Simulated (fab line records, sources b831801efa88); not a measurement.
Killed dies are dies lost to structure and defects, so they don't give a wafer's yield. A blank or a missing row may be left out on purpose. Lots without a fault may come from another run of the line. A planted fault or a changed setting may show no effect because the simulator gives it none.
Which tool did it? | flow gf180mcu | 14 lots, 37 wafers sampled, at 5 steps of a route of 602

WHAT THE GAUGES READ, wafer by wafer
GF_STI_BOW_MEAS_00.
lot  | measured    | on            | INCOMING_BOW (um)
L203 | day 1 10:04 | film_metro-04 | 0 -2 -2
L204 | day 1 15:00 | film_metro-02 | 15 -6 9
L205 | day 1 20:01 | film_metro-01 | -2 6 -12
L207 | day 2 06:05 | film_metro-01 | 6 1
L209 | day 2 16:00 | film_metro-02 | 0 8 0
L210 | day 2 21:00 | film_metro-02 | -3 15 4
L212 | day 3 07:00 | film_metro-04 | -3 8 -3
L213 | day 3 12:01 | film_metro-04 | -8 3 -14
L214 | day 3 17:04 | film_metro-01 | -2 1
L215 | day 3 22:01 | film_metro-01 | -2 -2 9
L217 | day 4 08:00 | film_metro-04 | -1 2 4
L219 | day 4 18:00 | film_metro-04 | 0 -6 0
L223 | day 5 14:01 | film_metro-04 | 8 0
L225 | day 6 00:01 | film_metro-02 | 2

GF_STI_THK_MEAS_02.
lot  | measured    | on            | STI_OXIDATION_THK (nm)
L203 | day 1 12:32 | film_metro-04 | 9.78 9.93 9.96
L204 | day 1 16:31 | film_metro-04 | 10.03 10.09 10.06
L205 | day 1 21:31 | film_metro-02 | 9.99 10.10 9.93
L207 | day 2 07:58 | film_metro-02 | 10.17 10.30
L209 | day 2 17:31 | film_metro-01 | 9.86 9.93 9.91
L210 | day 2 22:47 | film_metro-02 | 10.25 10.20 10.37
L212 | day 3 09:46 | film_metro-04 | 9.95 10.01 9.96
L213 | day 3 14:27 | film_metro-04 | 10.16 9.93 10.11
L214 | day 3 18:34 | film_metro-04 | 10.07 10.18
L215 | day 4 00:39 | film_metro-04 | 10.26 10.40 10.21
L217 | day 4 11:11 | film_metro-04 | 10.11 10.09 9.98
L219 | day 4 19:40 | film_metro-01 | 9.93 9.80 9.89
L223 | day 5 16:49 | film_metro-04 | 10.25 10.09
L225 | day 6 01:31 | film_metro-02 | 9.94

GF_STI_CD_MEAS_12: target cd 220 nm.
lot  | measured    | on        | cd_nm (nm)
L203 | day 2 02:14 | cd_sem-01 | 222.4 221.9 222.7
L204 | day 2 06:34 | cd_sem-02 | 220.7 220.3 220.7
L205 | day 2 10:47 | cd_sem-02 | 220.3 219.5 220.2
L207 | day 2 22:09 | cd_sem-02 | 221.9 221.4
L209 | day 3 08:20 | cd_sem-02 | 219.4 219.6 219.0
L210 | day 3 13:37 | cd_sem-01 | 219.4 219.7 219.7
L212 | day 4 01:04 | cd_sem-01 | 219.4 220.0 218.5
L213 | day 4 05:56 | cd_sem-02 | 220.5 220.8 220.8
L214 | day 4 10:35 | cd_sem-01 | 220.8 220.8
L215 | day 4 15:50 | cd_sem-02 | 222.9 222.2 222.9
L217 | day 5 01:47 | cd_sem-01 | 221.9 220.1 221.6
L219 | day 5 11:11 | cd_sem-01 | 223.0 224.1 223.1
L223 | day 6 09:05 | cd_sem-02 | 220.3 219.2
L225 | day 6 18:20 | cd_sem-01 | 220.6

GF_VT_IMPLANT_RS_MEAS_49: measures by four-point-probe.
lot  | measured     | on            | MVPSD_RS (ohm/sq)
L203 | day 7 14:15  | film_metro-03 | 1165.1 1165.5 1163.8
L204 | day 7 19:35  | film_metro-04 | 1170.5 1172.1 1172.9
L205 | day 7 23:52  | film_metro-04 | 1163.9 1164.6 1165.8
L207 | day 8 14:31  | film_metro-03 | 1165.2 1165.1
L209 | day 9 05:50  | film_metro-01 | 1165.4 1168.5 1165.6
L210 | day 9 10:32  | film_metro-01 | 1170.1 1171.1 1167.7
L212 | day 10 03:11 | film_metro-01 | 1167.8 1169.2 1170.0
L213 | day 10 17:01 | film_metro-01 | 1165.2 1168.8 1164.3
L214 | day 11 04:29 | film_metro-03 | 1168.3 1169.3
L215 | day 11 07:34 | film_metro-03 | 1165.4 1170.4 1166.1
L217 | day 11 11:34 | film_metro-03 | 1167.8 1168.3 1171.5
L219 | day 11 23:38 | film_metro-01 | 1167.9 1165.8 1164.6
L223 | day 13 02:37 | film_metro-01 | 1129.6 1170.3
L225 | day 13 15:04 | film_metro-03 | 1127.4

WHICH TOOL RAN EACH LOT (tool, then ch and the chambers of the sampled wafers, then the start)
lot  | GF_MVPSD_IMPLANT_08
L203 | implanter-02 ch 0, day 5 01:11
L204 | implanter-04 ch 0, day 5 05:40
L205 | implanter-03 ch 0, day 5 10:17
L207 | implanter-04 ch 0, day 5 23:04
L209 | implanter-03 ch 0, day 6 12:18
L210 | implanter-03 ch 0, day 6 17:00
L212 | implanter-02 ch 0, day 7 06:45
L213 | implanter-03 ch 0, day 7 19:11
L214 | implanter-02 ch 0, day 8 04:53
L215 | implanter-04 ch 0, day 8 09:35
L217 | implanter-02 ch 0, day 8 12:16
L219 | implanter-04 ch 0, day 8 21:58
L223 | implanter-03 ch 0, day 10 00:08
L225 | implanter-03 ch 0, day 10 11:05
- GF_MVPSD_IMPLANT_08

WHAT THE TOOLS THEMSELVES READ (means of the sampled wafers that have a number; where no wafer has one, the mark that the record gives instead)
GF_MVPSD_IMPLANT_08.
lot  | tool         | beam_on_s (s) | faraday_current_uA | tilt_deg (degrees)
L203 | implanter-02 | 10.14         | 83.4               | 0.002
L204 | implanter-04 | 10.08         | 84.0               | -0.001
L205 | implanter-03 | 10.00         | 84.3               | -0.018
L207 | implanter-04 | 9.89          | 85.2               | 0.007
L209 | implanter-03 | 9.88          | 85.4               | -0.004
L210 | implanter-03 | 10.02         | 84.6               | 0.010
L212 | implanter-02 | 9.78          | 86.2               | -0.011
L213 | implanter-03 | 9.93          | 85.1               | -0.006
L214 | implanter-02 | 9.87          | 86.0               | 0.004
L215 | implanter-04 | 9.99          | 84.6               | -0.022
L217 | implanter-02 | 9.97          | 85.0               | 0.018
L219 | implanter-04 | 9.90          | 85.3               | 0.014
L223 | implanter-03 | 10.66         | 79.5               | -0.024
L225 | implanter-03 | 11.04         | 76.8               | 0.008

THE ANSWER, worked out from the rows above alone
Rule: what is usual is taken from the lots themselves. Put in order of their means at a reading, lots are off if they are a third of the lots or fewer, leave a main group of 4 or more, and stand apart from it by a gap of 3 or more times the standard deviation of the main group's means; of several such gaps the widest counts. A main group whose means are all the same, to the digits that the tables above print for the reading, isn't used. A lot without any number at a reading at which 4 lots or more have one is off too. The other lots that the step has rows for count as sound. The gauges are gone through in route order, then the tools' own readings, and for those a lot's mean is taken as printed above. The first step at which some lot is off is used, and at that step the reading that is off furthest; a lot without a number counts as furthest.
Off: L223, L225, at GF_VT_IMPLANT_RS_MEAS_49 (MVPSD_RS). The main group: mean 1167.4 ohm/sq, standard deviation 2.1.
A tool fits if, at a process step before that reading, it ran every lot that is off, and no sound lot after the first of them. The gauges at GF_VT_IMPLANT_RS_MEAS_49 aren't tried: what is off there is off at GF_MVPSD_IMPLANT_08 too, on other tools, and a gauge's error can't cause that. One fits: implanter-03 at GF_MVPSD_IMPLANT_08. Its last sound lot is L213 (day 7 19:11), its first lot that is off L223 (day 10 00:08): a fault that began between those two fits.
The tool's own readings at GF_MVPSD_IMPLANT_08 bear it out: on the lots that are off they differ by more than 5 times the standard deviation of the sound lots' means. beam_on_s reads 10.85 s there against 9.95 s on the sound lots; faraday_current_uA reads 78.2 there against 84.9 on the sound lots.

WHAT THE SIMULATOR HAD PUT IN
Process parameter drift: implanter-03, from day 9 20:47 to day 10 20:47, at GF_MVPSD_IMPLANT_08. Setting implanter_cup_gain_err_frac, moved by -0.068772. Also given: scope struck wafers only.
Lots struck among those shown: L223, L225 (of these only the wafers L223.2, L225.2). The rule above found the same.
